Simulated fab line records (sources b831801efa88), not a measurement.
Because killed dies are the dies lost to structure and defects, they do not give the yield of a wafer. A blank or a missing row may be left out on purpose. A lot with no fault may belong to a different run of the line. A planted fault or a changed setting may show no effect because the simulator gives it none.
A lot that was struck, set against a sound lot | flow sky130 | 16 out of 708 route steps
Sound: the wafers L850.1, L850.3, L850.5. Wafers struck: L859.1, L859.3, L859.5. Last of all comes the cause.
At each step with rows: each side's tool, then ch and its chambers, then its first start. Under that, the readings that differ: sound wafers | struck wafers | difference of the means | sigmas: that difference in standard deviations of wafers without a fault.
alike: readings with means less than 2 such deviations apart, plus words and numbers identical on both sides. not compared: withheld readings, readings lacking a value on some wafer, bounds such as >300 that could conceal the same value, and numbers that have no deviation in the record and whose values overlap.
Wherever a step has rows on one side only, a row that says differs or no value, or a row with sigmas, the two part there. Numbers that have no deviation but don't overlap get no sigmas and don't part them. Lack of a reading on every wafer of one side parts them only where that side has two or more wafers.

SKY_CAP2M_THK_MEAS_01:
  sound on film metro-01 at day 40 15:02; struck on film metro-03 at day 43 03:49
  alike: CAP2M_CVD_00_THK
SKY_CAP2M_SPUTTER_02: material TiN, target thk 200 nm, time 166.7 s.
  sound on pvd sputter-02 at day 40 15:05; struck on pvd sputter-04 at day 43 03:53
  alike: throttle valve pct
SKY_CAP2M_RS_MEAS_03: a four-point-probe measurement.
  sound on film metro-03 at day 40 15:12; struck on film metro-02 at day 43 03:59
  alike: CAP2M_TIN_RS
SKY_CAP2M_THK_MEAS_04: measures by xrf.
  sound on film metro-03 at day 40 15:19; struck on film metro-02 at day 43 04:07
  alike: CAP2M_TIN_THK
then, 7 steps without rows for these wafers: SKY_CAP2M_DEHYDRATE_05 (time 60 s); SKY_CAP2M_HMDS_06 (prime time 60 s); SKY_CAP2M_COAT_07 (resist thk 1140 nm); SKY_CAP2M_SOFTBAKE_08 (time 60 s); SKY_CAP2M_EXPOSE_09 (exposes mask CAP2M, target cd 1000 nm); SKY_CAP2M_PEB_10; SKY_CAP2M_DEVELOP_11 (develop time 60 s).
SKY_CAP2M_OVL_MEAS_12:
  sound on overlay-02 at day 41 15:14; struck on overlay-02 at day 44 02:34
  alike: CAP2M_OVL
SKY_CAP2M_METAL_ETCH_13: etches TiN in Cl2/BCl3, stops on SiO2, target depth 220 nm, time 62.9 s.
  sound on rie metal-01 ch 1, day 41 15:16; struck on rie metal-01 ch 1, day 44 02:35
  reading                                    | sound                | struck               | difference | sigmas
  oes product au (a.u.)                      | 0.935 0.937 0.938    | 0.777 0.776 0.769    | -0.163     | -22
  throttle valve pct (%)                     | 21.912 21.910 21.915 | 22.024 21.999 21.992 | +0.093     | +10
  model.CAP2M.feature depth nm (nm)          | 199.7 198.7 198.6    | 139.2 138.7 137.3    | -60.6      |
  model.etch.depth nm (nm)                   | 199.7 198.7 198.6    | 139.2 138.7 137.3    | -60.6      |
  model.NOVOLAK_of_CAP2M_COAT_07.thk nm (nm) | 992.5 992.4 992.6    | 1043 1043 1048       | +52        |
  alike: bias w, drypump motor current A
  not compared: rf hours counter h
SKY_CAP2M_STRIP_14: strips in O2/N2.
  sound on plasma asher-03 ch 0, day 41 15:20; struck on plasma asher-04 ch 0,1, day 44 02:40
  reading                      | sound             | struck            | difference | sigmas
  strip time to endpoint s (s) | 12.65 12.65 12.65 | 13.17 13.16 13.23 | +0.54      | +13
  alike: drypump motor current A, oes product au
  not compared: rf hours counter h
then, 1 step without rows for these wafers: SKY_CAP2M_STRIP_15 (strips in post etch residue remover, time 1200 s).
-- the record jumps here: 5 days lie between the struck wafers' starts before and after (it left off in module CAP2M and takes up again in module PAD_OPEN, whose first step shown is number 708 of the route) --
SKY_PAD_OPEN_PROBE_99:
  sound on prober-02 at day 46 14:38; struck on prober-01 at day 48 15:05
  reading                  | sound          | struck                                                                     | difference                   | sigmas
  hold                     | - - -          | await dispo/4.9h/release await dispo/4.9h/release await dispo/4.9h/release | no value on the sound wafers |
  defect limited yield (%) | 80.1 82.5 80.5 | 0 0 0                                                                      | -81                          | -41
  killed at other          | 0 0 0          | 403 422 429                                                                | +418                         | +99 or more
  killed dies              | 98 86 96       | 492 492 492                                                                | +399                         | +41
  killed on rim            | 18 13 19       | 96 96 96                                                                   | +79                          | +24
  sort_bin_3_pad_short (%) | 1.2 1.2 1.2    | 82.7 86.8 87.4                                                             | +84.4                        | +99 or more
  sort n pass              | 394 406 396    | 0 0 0                                                                      | -399                         | -41
  sort yield pct (%)       | 80.1 82.5 80.5 | 0 0 0                                                                      | -81                          | -41
  alike: killed_at_M0_to_M3, killed_at_M4_up, killed at contacts, killed at front end, killed open, killed short, sort_bin_5_function, sort_bin_6_memory

## WHERE THEY PART
Earliest at SKY_CAP2M_METAL_ETCH_13; latest, in this record, at SKY_PAD_OPEN_PROBE_99.

WHY: whatever the simulator had introduced
rie metal-01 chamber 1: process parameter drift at SKY_CAP2M_METAL_ETCH_13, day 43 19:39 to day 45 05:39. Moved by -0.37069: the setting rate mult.
